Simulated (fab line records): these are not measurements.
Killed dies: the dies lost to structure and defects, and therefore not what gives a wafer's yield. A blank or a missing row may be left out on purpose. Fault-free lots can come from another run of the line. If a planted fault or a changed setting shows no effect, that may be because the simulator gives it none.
The same fault as seen by 2 desks || flow gf180mcu || numbers are kept per desk, each desk with only its own; the story behind them comes last

== AT THE METROLOGY DESK ==
What the gauges read, lot by lot, whatever tool the lot ran on: means of the sampled wafers that have a number. Any lot whose mean is over 4 standard deviations away from the usual mean is out of limits and marked OUT; that distance is given in the brackets.
Columns: A = V5_W_RS at GF_V5_RS_MEAS_24, usual 0.326 ohm/sq
{"lot": "L751", "first seen here": "day 27 09:29", "A": 0.327}
{"lot": "L753", "first seen here": "day 28 08:59", "A": 0.324}
{"lot": "L754", "first seen here": "day 28 11:31", "A": 0.324}
{"lot": "L755", "first seen here": "day 28 16:53", "A": 0.331}
{"lot": "L756", "first seen here": "day 28 21:35", "A": 0.328}
{"lot": "L757", "first seen here": "day 29 11:35", "A": 0.330}
{"lot": "L759", "first seen here": "day 30 01:53", "A": 0.327}
{"lot": "L760", "first seen here": "day 30 07:26", "A": 0.329}
{"lot": "L761", "first seen here": "day 30 12:51", "A": 0.327}
{"lot": "L765", "first seen here": "day 31 18:21", "A": 0.329}
{"lot": "L767", "first seen here": "day 32 01:48", "A": 0.324}
{"lot": "L772", "first seen here": "day 33 11:16", "A": 0.323}
{"lot": "L773", "first seen here": "day 33 11:59", "A": 0.326}
Finding of this desk: none of the 13 lots has anything out of limits.

== THE TOOL OWNER'S DESK: pvd sputter-02 ==
At GF_M2_SPUTTER_04 (material TiN, target thk 50 nm, time 41.7 s) the tool's own readings: per lot run on this tool, the mean of the sampled wafers that have a number. Any lot whose mean is over 4 standard deviations away from the usual mean is out of limits and marked OUT; that distance is given in the brackets.
Columns: A = chamber pressure pa at GF_M2_SPUTTER_04, usual 0.3998 Pa; B = throttle valve pct at GF_M2_SPUTTER_04, usual 30.0 %
{"lot": "L761", "first seen here": "day 22 05:51", "A": 0.4003, "B": 31.3}
{"lot": "L765", "first seen here": "day 23 18:17", "A": 0.3992, "B": 30.6}
{"lot": "L767", "first seen here": "day 24 05:14", "A": 0.4005, "B": 30.4}
Finding of this desk: none of the 3 lots has anything out of limits.

== TAKEN TOGETHER ==
From the metrology desk's view, nothing was out of limits.
Nothing out of limits was seen by the tool owner's desk.

== WHAT THE SIMULATOR HAD INSERTED ==
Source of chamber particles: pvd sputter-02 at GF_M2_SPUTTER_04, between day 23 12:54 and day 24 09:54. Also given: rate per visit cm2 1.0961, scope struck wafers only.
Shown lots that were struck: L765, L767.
